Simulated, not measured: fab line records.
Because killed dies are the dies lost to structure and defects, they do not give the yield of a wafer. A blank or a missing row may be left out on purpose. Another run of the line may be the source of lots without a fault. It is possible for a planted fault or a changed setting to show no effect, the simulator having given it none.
A lot that was struck, set against a sound lot + flow sky130 + 15 out of 708 route steps
Sound: wafers L303.1, L303.3, L303.6. Struck: wafer L319.4 (L319.3, L319.5, from the same lot, were not struck and are left out); the cause is given at the end.
Per side, at each step with rows, come the tool, then ch with its chambers, and then its first start. Under that, the readings that differ: sound wafers + struck wafers + difference of the means + sigmas: that difference in standard deviations of wafers without a fault.
alike: same words and numbers on both sides, and readings whose means sit less than 2 such deviations apart. not compared: any withheld reading, any reading some wafer has no value for, any bound like >300 that may hide the same value, and any number with overlapping values for which the record gives no deviation.
The two part at a step that has a row with sigmas, a row that says differs or no value, or rows on one side only. Numbers that have no deviation but don't overlap get no sigmas and don't part them. A reading that every wafer of one side lacks parts them only if that side has two wafers or more.

SKY_METAL4_METAL_ETCH_18: etches the open film in Cl2/BCl3, stops on SiO2, target depth 845 nm, time 183.1 s.
  sound on rie metal-02 ch 0,1, day 42 19:52; struck on rie metal-01 ch 1, day 47 02:10
  alike: drypump motor current A, he backside leak sccm, oes product au, rf fwd power W, throttle valve pct
  not compared: rf hours counter h
SKY_METAL4_STRIP_19: strips in O2/N2.
  sound on plasma asher-04 ch 0,1, day 42 20:03; struck on plasma asher-04 ch 0, day 47 02:19
| reading                      | sound          | struck | difference | sigmas |
|------------------------------|----------------|--------|------------|--------|
| strip time to endpoint s (s) | 6.44 6.53 6.43 | 6.62   | +0.15      | +2     |
  alike: drypump motor current A, n2 flow sccm, oes product au
  not compared: rf hours counter h
then, 4 steps without rows for these wafers: SKY_METAL4_STRIP_20 (strips in post etch residue remover, time 1200 s); SKY_METAL4_CLEAN_21 (cleans in IPA, time 180 s); SKY_METAL4_CLEAN_22 (cleans in O3/DIW); SKY_VIA4_HDPCVD_00 (deposits SiO2, target thk 1750 nm, time 291.7 s).
SKY_VIA4_THK_MEAS_01:
  sound on film metro-01 at day 42 20:52; struck on film metro-04 at day 47 03:05
  alike: VIA4_HDPCVD_THK
SKY_VIA4_CMP_02: polishes SiO2.
  sound on cmp-02 ch 0,1,2, day 42 21:02; struck on cmp-02 ch 2, day 47 03:07
  alike: motor current A, slurry flow ml min
SKY_VIA4_BOW_MEAS_03:
  sound on film metro-01 at day 42 21:20; struck on film metro-01 at day 47 03:28
  alike: VIA4_BOW
then, 3 steps without rows for these wafers: SKY_VIA4_DEHYDRATE_04 (time 60 s); SKY_VIA4_HMDS_05 (prime time 60 s); SKY_VIA4_COAT_06 (resist thk 1140 nm).
SKY_VIA4_SOFTBAKE_07: time 60 s.
  sound on litho track-04 ch 0, day 43 08:21; struck on litho track-01 ch 0, day 47 13:10
| reading          | sound             | struck | difference | sigmas |
|------------------|-------------------|--------|------------|--------|
| run length s (s) | 88.81 89.20 88.94 | 98.43  | +9.45      | +38    |
then, 1 step without rows for these wafers: SKY_VIA4_EXPOSE_08 (exposes mask VIM4, target cd 800 nm).
-- the record jumps here: 3 days lie between the struck wafers' starts before and after (it left off in module VIA4 and takes up again in module PAD_OPEN, whose first step shown is number 708 of the route) --
SKY_PAD_OPEN_PROBE_99:
  sound on prober-01 at day 46 17:04; struck on prober-02 at day 50 10:17
| reading                  | sound          | struck | difference | sigmas |
|--------------------------|----------------|--------|------------|--------|
| defect limited yield (%) | 83.9 82.3 85.4 | 79.5   | -4.4       | -2     |
| killed dies              | 79 87 72       | 101    | +22        | +2     |
| killed open              | 48 44 40       | 60     | +16        | +2     |
| sort n pass              | 413 405 420    | 391    | -22        | -2     |
| sort yield pct (%)       | 83.9 82.3 85.4 | 79.5   | -4.4       | -2     |
  alike: killed_at_M0_to_M3, killed_at_M4_up, killed at contacts, killed at front end, killed at other, killed short, sort_bin_3_pad_short, sort_bin_5_function, sort_bin_6_memory

== WHERE THEY PART ==
Earliest at SKY_METAL4_STRIP_19; latest, in this record, at SKY_PAD_OPEN_PROBE_99.

WHY: the cause the simulator had injected
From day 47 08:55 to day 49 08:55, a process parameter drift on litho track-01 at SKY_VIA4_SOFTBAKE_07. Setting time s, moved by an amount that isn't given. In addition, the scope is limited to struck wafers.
